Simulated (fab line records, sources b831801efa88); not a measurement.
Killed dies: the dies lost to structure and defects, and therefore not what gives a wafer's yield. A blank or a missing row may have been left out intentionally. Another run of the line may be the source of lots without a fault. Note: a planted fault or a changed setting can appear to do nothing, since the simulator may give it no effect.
What tool caused it? -- flow gf180mcu -- 13 lots, 39 wafers sampled, at 6 steps of a route of 602

WHAT EACH GAUGE READ, for each wafer
GF_HV_LDD_TW_MEAS_11.
lot,measured,on,HV_LDD_TW
L591,day 10 17:23,film_metro-04,2460 2459 2465
L594,day 11 14:52,film_metro-04,2434 2441 2448
L597,day 12 12:02,film_metro-04,2458 2433 2431
L598,day 12 20:29,film_metro-02,2371 2373 2389
L599,day 13 06:23,film_metro-02,2405 2409 2407
L601,day 13 13:50,film_metro-04,2421 2419 2425
L603,day 14 08:58,film_metro-04,2157 2157 2164
L604,day 14 12:47,film_metro-03,2149 2141 2147
L608,day 15 16:07,film_metro-02,2397 2403 2402
L609,day 15 23:56,film_metro-02,2404 2407 2403
L610,day 17 02:07,film_metro-02,2402 2396 2403
L611,day 17 05:10,film_metro-02,2405 2399 2394
L612,day 17 07:25,film_metro-04,2421 2419 2429

GF_HV_LDD_RS_MEAS_53: measurement is done with a four-point probe.
lot,measured,on,HV_LDD_RS (ohm/sq)
L591,day 13 08:10,film_metro-04,416.4 416.8 417.2
L594,day 14 04:22,film_metro-03,419.0 419.0 419.0
L597,day 15 02:54,film_metro-02,418.6 418.4 417.6
L598,day 15 12:02,film_metro-03,418.4 417.5 419.2
L599,day 16 00:00,film_metro-04,418.7 416.7 418.3
L601,day 16 06:56,film_metro-04,416.9 417.7 416.8
L603,day 17 05:01,film_metro-02,498.8 498.2 499.0
L604,day 17 07:55,film_metro-04,497.6 496.1 496.3
L608,day 18 13:28,film_metro-04,417.7 418.1 418.3
L609,day 18 22:36,film_metro-04,417.7 416.9 418.4
L610,day 20 04:24,film_metro-03,418.8 419.1 419.4
L611,day 20 07:08,film_metro-04,419.6 417.1 418.4
L612,day 20 09:51,film_metro-04,418.6 418.1 418.5

GF_PSD_RS_MEAS_15: measurement is done with a four-point probe.
lot,measured,on,PSD_RS (ohm/sq)
L591,day 15 07:28,film_metro-02,108.5 108.3 108.8
L594,day 16 03:47,film_metro-04,108.4 108.2 108.0
L597,day 17 03:41,film_metro-02,108.9 108.8 108.9
L598,day 17 12:17,film_metro-01,109.0 108.7 109.2
L599,day 18 02:06,film_metro-04,108.8 108.6 108.9
L601,day 18 09:53,film_metro-04,108.5 108.5 108.8
L603,day 19 08:51,film_metro-04,108.6 108.7 108.8
L604,day 19 10:49,film_metro-01,108.6 108.4 108.1
L608,day 20 18:01,film_metro-01,108.6 108.5 108.3
L609,day 21 03:40,film_metro-04,108.8 108.4 108.8
L610,day 22 07:14,film_metro-04,108.4 108.7 108.6
L611,day 22 11:01,film_metro-02,109.4 109.1 108.9
L612,day 22 13:29,film_metro-04,108.5 108.5 108.5

GF_CONTACT_BOW_MEAS_05.
lot,measured,on,CONTACT_BOW (um)
L591,day 16 07:19,film_metro-03,71 60 66
L594,day 17 03:55,film_metro-03,67 69 64
L597,day 18 04:34,film_metro-04,64 59 68
L598,day 18 13:28,film_metro-03,60 65 58
L599,day 19 03:06,film_metro-04,74 73 67
L601,day 19 11:22,film_metro-03,57 75 74
L603,day 20 11:26,film_metro-03,59 65 69
L604,day 20 12:48,film_metro-03,70 55 78
L608,day 21 19:14,film_metro-04,75 62 60
L609,day 22 04:40,film_metro-04,66 73 59
L610,day 23 08:07,film_metro-04,62 63 55
L611,day 23 11:06,film_metro-02,75 57 59
L612,day 23 13:58,film_metro-04,71 68 70

EACH LOT AND THE TOOL THAT RAN IT (in order: tool; ch and the chambers of the sampled wafers; start)
lot,GF_HV_LDD_IMPLANT_09,GF_HV_LDD_RTA_52
L591,"implanter-04 ch 0, day 10 17:08","rtp_anneal-01 ch 0, day 13 08:05"
L594,"implanter-02 ch 0, day 11 14:37","rtp_anneal-01 ch 0, day 14 04:17"
L597,"implanter-03 ch 0, day 12 11:49","rtp_anneal-02 ch 0, day 15 02:49"
L598,"implanter-02 ch 0, day 12 20:16","rtp_anneal-02 ch 0, day 15 11:58"
L599,"implanter-04 ch 0, day 13 06:09","rtp_anneal-02 ch 0, day 15 23:56"
L601,"implanter-03 ch 0, day 13 13:35","rtp_anneal-01 ch 0, day 16 06:52"
L603,"implanter-04 ch 0, day 14 08:45","rtp_anneal-01 ch 0, day 17 04:55"
L604,"implanter-04 ch 0, day 14 12:33","rtp_anneal-02 ch 0, day 17 07:50"
L608,"implanter-02 ch 0, day 15 15:53","rtp_anneal-01 ch 0, day 18 13:23"
L609,"implanter-03 ch 0, day 15 23:42","rtp_anneal-01 ch 0, day 18 22:32"
L610,"implanter-03 ch 0, day 17 01:52","rtp_anneal-02 ch 0, day 20 04:20"
L611,"implanter-03 ch 0, day 17 04:55","rtp_anneal-02 ch 0, day 20 07:04"
L612,"implanter-03 ch 0, day 17 07:10","rtp_anneal-01 ch 0, day 20 09:47"
- GF_HV_LDD_IMPLANT_09
- GF_HV_LDD_RTA_52: time 10 s.

AS READ BY THE TOOLS THEMSELVES (means over the sampled wafers that have a number; for cases with no such wafer, the mark the record gives instead)
GF_HV_LDD_IMPLANT_09.
lot,tool,dose_ions_cm2,faraday_current_uA
L591,implanter-04,1.0001e+14,562
L594,implanter-02,1.0009e+14,545
L597,implanter-03,9.9977e+13,565
L598,implanter-02,9.9977e+13,554
L599,implanter-04,1.0006e+14,560
L601,implanter-03,9.9953e+13,553
L603,implanter-04,6.5487e+13,373
L604,implanter-04,6.5563e+13,366
L608,implanter-02,9.9947e+13,564
L609,implanter-03,1.0010e+14,566
L610,implanter-03,1.0014e+14,559
L611,implanter-03,1.0002e+14,562
L612,implanter-03,9.9853e+13,554

GF_HV_LDD_RTA_52.
lot,tool,chamber_o2_ppm,lamp_power_pct (%),wafer_temp_C_max
L591,rtp_anneal-01,2.004,29.8,1003.0
L594,rtp_anneal-01,1.990,29.8,1004.3
L597,rtp_anneal-02,2.015,34.2,1004.6
L598,rtp_anneal-02,1.982,34.2,1005.7
L599,rtp_anneal-02,1.975,34.2,1005.3
L601,rtp_anneal-01,1.994,29.8,1003.8
L603,rtp_anneal-01,2.012,29.8,1003.0
L604,rtp_anneal-02,1.967,34.2,1004.1
L608,rtp_anneal-01,2.011,29.8,1003.6
L609,rtp_anneal-01,2.002,29.8,1003.2
L610,rtp_anneal-02,1.981,34.2,1004.3
L611,rtp_anneal-02,2.003,34.2,1005.0
L612,rtp_anneal-01,2.001,29.8,1003.7

THE ANSWER, worked out from the rows above alone
Rule: the lots themselves supply what counts as usual. Put in order of their means at a reading, lots are off if they are a third of the lots or fewer, leave a main group of 4 or more, and stand apart from it by a gap of 3 or more times the standard deviation of the main group's means; of several such gaps the widest counts. A main group whose means are all the same, to the digits that the tables above print for the reading, isn't used. A lot without any number at a reading at which 4 lots or more have one is off too. Any other lot the step has rows for is counted as sound. The gauges are gone through in route order, then the tools' own readings, and for those a lot's mean is taken as printed above. At the first step where some lot is off, the reading lying furthest off is the one used; lots without a number count as furthest.
Off: at GF_HV_LDD_TW_MEAS_11 (HV_LDD_TW), L603, L604. The main group: mean 2416, standard deviation 23.
A tool fits if, at a process step before that reading, it ran every lot that is off, and no sound lot after the first of them. The gauges at GF_HV_LDD_TW_MEAS_11 aren't tried: what is off there is off at GF_HV_LDD_IMPLANT_09 too, on other tools, and a gauge's error can't cause that. One candidate fits, namely implanter-04 at GF_HV_LDD_IMPLANT_09. Its last sound lot is L599 (day 13 06:09), its first lot that is off L603 (day 14 08:45): a fault that began between those two fits.
The tool's own readings at GF_HV_LDD_IMPLANT_09 bear it out: on the lots that are off they differ by more than 5 times the standard deviation of the sound lots' means. dose_ions_cm2 reads 6.5525e+13 there against 1.0001e+14 on the sound lots; faraday_current_uA reads 370 there against 559 on the sound lots.

WHAT HAD BEEN PUT IN BY THE SIMULATOR
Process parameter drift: implanter-04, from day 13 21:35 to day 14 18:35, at GF_HV_LDD_IMPLANT_09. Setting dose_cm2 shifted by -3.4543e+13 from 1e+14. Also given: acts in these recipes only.
Lots struck among those shown: L603, L604. The rule above found the same.
